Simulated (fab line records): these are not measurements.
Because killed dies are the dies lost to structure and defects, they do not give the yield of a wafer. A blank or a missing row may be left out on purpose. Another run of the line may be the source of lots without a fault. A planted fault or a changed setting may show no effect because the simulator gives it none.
Shared-tool check | flow sky130 | 12 lots and 36 wafers in the sample

== WHAT PROMPTED THE OPENING ==
SKY_FIELD_ISO_THK_MEAS_02, reading FIELD_ISO_OXIDATION_00_THK: flagged on 3 of 12 lots. Wafers without a fault read 12.11 nm, standard deviation 0.24.
Rule: a lot is flagged in two cases, either no wafer of it has a number, or all its wafers with numbers fall more than 4 standard deviations from that mean. The other lots count as sound.

lot  | measured    | on           | FIELD_ISO_OXIDATION_00_THK (nm), wafer by wafer | flag
L910 | day 1 19:16 | filmMetro-02 | 12.28 12.38 12.33                               | 
L912 | day 2 03:17 | filmMetro-04 | 11.98 12.01 11.96                               | 
L915 | day 2 18:02 | filmMetro-04 | 12.07 11.85 12.25                               | 
L916 | day 2 22:44 | filmMetro-03 | 12.01 12.14 12.14                               | 
L917 | day 3 03:38 | filmMetro-03 | 12.37 12.21 12.20                               | 
L918 | day 3 09:22 | filmMetro-04 | 12.09 12.21 11.87                               | 
L919 | day 3 14:49 | filmMetro-04 | 12.13 12.54 12.45                               | 
L921 | day 3 23:38 | filmMetro-03 | 12.01 11.85 12.22                               | 
L922 | day 4 05:26 | filmMetro-02 | 12.47 12.39 12.24                               | 
L928 | day 5 10:38 | filmMetro-02 | 13.30 13.48 13.41                               | FLAGGED
L929 | day 5 16:22 | filmMetro-02 | 13.78 13.73 13.58                               | FLAGGED
L930 | day 5 23:18 | filmMetro-02 | 13.44 13.66 13.59                               | FLAGGED
On average the flagged lots' numbers are 13.55 nm, which is +1.44 nm against the usual, or +6 standard deviations.

== EACH LOT AND THE TOOL IT RAN ON ==
The record holds 1 process step before the reading, out of a route of 708 steps. Cell contents, in order: the tool; ch with the chambers the sampled wafers went through; the start.
lot  | flag    | SKY_FIELD_ISO_OXIDATION_01
L910 |         | furnace-01 ch 0, day 1 17:45
L912 |         | furnace-02 ch 0, day 2 01:46
L915 |         | furnace-01 ch 0, day 2 16:31
L916 |         | furnace-02 ch 0, day 2 21:13
L917 |         | furnace-02 ch 0, day 3 02:07
L918 |         | furnace-01 ch 0, day 3 07:50
L919 |         | furnace-01 ch 0, day 3 13:18
L921 |         | furnace-01 ch 0, day 3 22:07
L922 |         | furnace-01 ch 0, day 4 03:55
L928 | FLAGGED | furnace-02 ch 0, day 5 09:07
L929 | FLAGGED | furnace-02 ch 0, day 5 14:51
L930 | FLAGGED | furnace-02 ch 0, day 5 21:47
What is done by these steps:
- SKY_FIELD_ISO_OXIDATION_01: stabilise 600 s, purge 300 s, target thk 12 nm.
- SKY_FIELD_ISO_THK_MEAS_02

== FLAGGED OVER TOTAL, TOOL BY TOOL (the gauges that took the reading come last) ==
step                       | tool         | lots run | flagged | share of the flagged lots | sound lots run after its first flagged lot
SKY_FIELD_ISO_OXIDATION_01 | furnace-01   | 6        | 0       | none                      | -
SKY_FIELD_ISO_OXIDATION_01 | furnace-02   | 6        | 3       | all                       | 0
SKY_FIELD_ISO_THK_MEAS_02  | filmMetro-02 | 5        | 3       | all                       | 0
SKY_FIELD_ISO_THK_MEAS_02  | filmMetro-03 | 3        | 0       | none                      | -
SKY_FIELD_ISO_THK_MEAS_02  | filmMetro-04 | 4        | 0       | none                      | -

== WHAT IS ALLOWED BY THE TABLE ==
In 2 table rows, all flagged lots were run: furnace-02 (SKY_FIELD_ISO_OXIDATION_01), filmMetro-02 (SKY_FIELD_ISO_THK_MEAS_02).
- furnace-02 at SKY_FIELD_ISO_OXIDATION_01: 3 of its 6 lots flagged. Last sound lot L917 at day 3 02:07, first flagged lot L928 at day 5 09:07; a fault beginning in between fits.
- filmMetro-02 at SKY_FIELD_ISO_THK_MEAS_02: 3 of its 5 lots flagged. Last sound lot L922 at day 4 05:26, first flagged lot L928 at day 5 10:38; a fault beginning in between fits.
A lot count leaves these 2 tools indistinguishable: every one of them fits a fault beginning at some hour. More lots, or a look at what each step does to the wafer, might.

== WHAT HAD BEEN PUT IN BY THE SIMULATOR ==
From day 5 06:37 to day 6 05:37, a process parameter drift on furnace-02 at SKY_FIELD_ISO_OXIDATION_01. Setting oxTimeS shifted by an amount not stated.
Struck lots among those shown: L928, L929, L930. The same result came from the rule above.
